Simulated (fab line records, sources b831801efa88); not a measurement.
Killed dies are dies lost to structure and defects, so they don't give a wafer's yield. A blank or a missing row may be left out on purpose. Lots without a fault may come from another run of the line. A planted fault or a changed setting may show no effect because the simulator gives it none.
A struck lot beside a sound one | flow sky130 | 14 steps out of a route of 708
Sound: wafers L684.1, L684.2, L684.5. Struck: wafers L698.3, L698.4, L698.6. The cause comes at the end.
At each step with rows: each side's tool, then ch and its chambers, then its first start. Under that, the readings that differ: sound wafers | struck wafers | difference of the means | sigmas: that difference in standard deviations of wafers without a fault.
alike: readings whose means differ by less than 2 such deviations, and words and numbers that are the same on both sides. not compared: withheld readings, readings that some wafer has no value for, bounds like >300 that may hide the same value, and numbers for which the record gives no deviation and whose values overlap.
The two part at a step that has a row with sigmas, a row that says differs or no value, or rows on one side only. Numbers that don't overlap but have no deviation are shown without sigmas and don't part them. A reading that every wafer of one side lacks parts them only if that side has two wafers or more.

first, 1 step without rows for these wafers: SKY_POLY_CUT_DEVELOP_07 (develop time 60 s).
SKY_POLY_CUT_CD_MEAS_08: target cd 270 nm.
  sound on cd_sem-01, day 27 17:27; struck on cd_sem-02, day 31 20:07
  alike: cd_nm
SKY_POLY_CUT_OVL_MEAS_09:
  sound on overlay-01, day 27 17:34; struck on overlay-02, day 31 20:12
  alike: POLY_CUT_OVL
SKY_POLY_CUT_ETCH_10: etches BARC in N2/H2, stops on SiO2, time 45.9 s, target depth 60 nm.
  sound on rie_diel-02 ch 0,1, day 27 17:36; struck on rie_diel-03 ch 0,2,3, day 31 20:13
  reading                | sound                | struck               | difference | sigmas
  throttle_valve_pct (%) | 13.231 13.225 13.229 | 13.218 13.214 13.192 | -0.020     | -2
  alike: bias_w, drypump_motor_current_A, oes_product_au, rf_fwd_power_W
  not compared: rf_hours_counter_h
SKY_POLY_CUT_ETCH_11: etches Si3N4 in CF4/CH2F2/Ar, stops on poly-Si, time 42.5 s, target depth 60 nm.
  sound on rie_diel-02 ch 0,1, day 27 17:39; struck on rie_diel-03 ch 0,2,3, day 31 20:16
  alike: bias_w, ch2f2_flow_sccm, drypump_motor_current_A, oes_product_au, rf_fwd_power_W, throttle_valve_pct
  not compared: rf_hours_counter_h
SKY_POLY_CUT_STRIP_12: strips in O2/N2.
  sound on plasma_asher-02 ch 0,1, day 27 17:41; struck on plasma_asher-04 ch 0,1, day 31 20:20
  alike: drypump_motor_current_A, oes_product_au, strip_time_to_endpoint_s
  not compared: rf_hours_counter_h
then, 6 steps without rows for these wafers: SKY_SD_P_DEHYDRATE_00 (time 60 s); SKY_SD_P_HMDS_01 (prime time 60 s); SKY_SD_P_COAT_02 (resist thk 1140 nm); SKY_SD_P_SOFTBAKE_03 (time 60 s); SKY_SD_P_EXPOSE_04 (exposes mask PSDM, target cd 380 nm); SKY_SD_P_PEB_05.
SKY_SD_P_DEVELOP_06: develop time 60 s.
  sound on litho_track-04 ch 0, day 28 22:06; struck on litho_track-02, day 32 23:29
  no value came back on the struck wafers for chill_plate_temp_C (C), develop_time_s (s), developer_temp_C (C), exhaust_pa (Pa); on the sound wafers chill_plate_temp_C (C) reads 22.85 22.94 22.74
SKY_SD_P_CD_MEAS_07: target cd 380 nm.
  sound on cd_sem-01, day 28 22:15; struck on cd_sem-02, day 32 23:38
  reading    | sound             | struck | difference                    | sigmas
  cd_nm (nm) | 382.2 380.6 381.1 | - - -  | no value on the struck wafers |

WHERE THEY PART
First at SKY_POLY_CUT_ETCH_10; last, within this record, at SKY_SD_P_CD_MEAS_07.

WHY: what the simulator had put in
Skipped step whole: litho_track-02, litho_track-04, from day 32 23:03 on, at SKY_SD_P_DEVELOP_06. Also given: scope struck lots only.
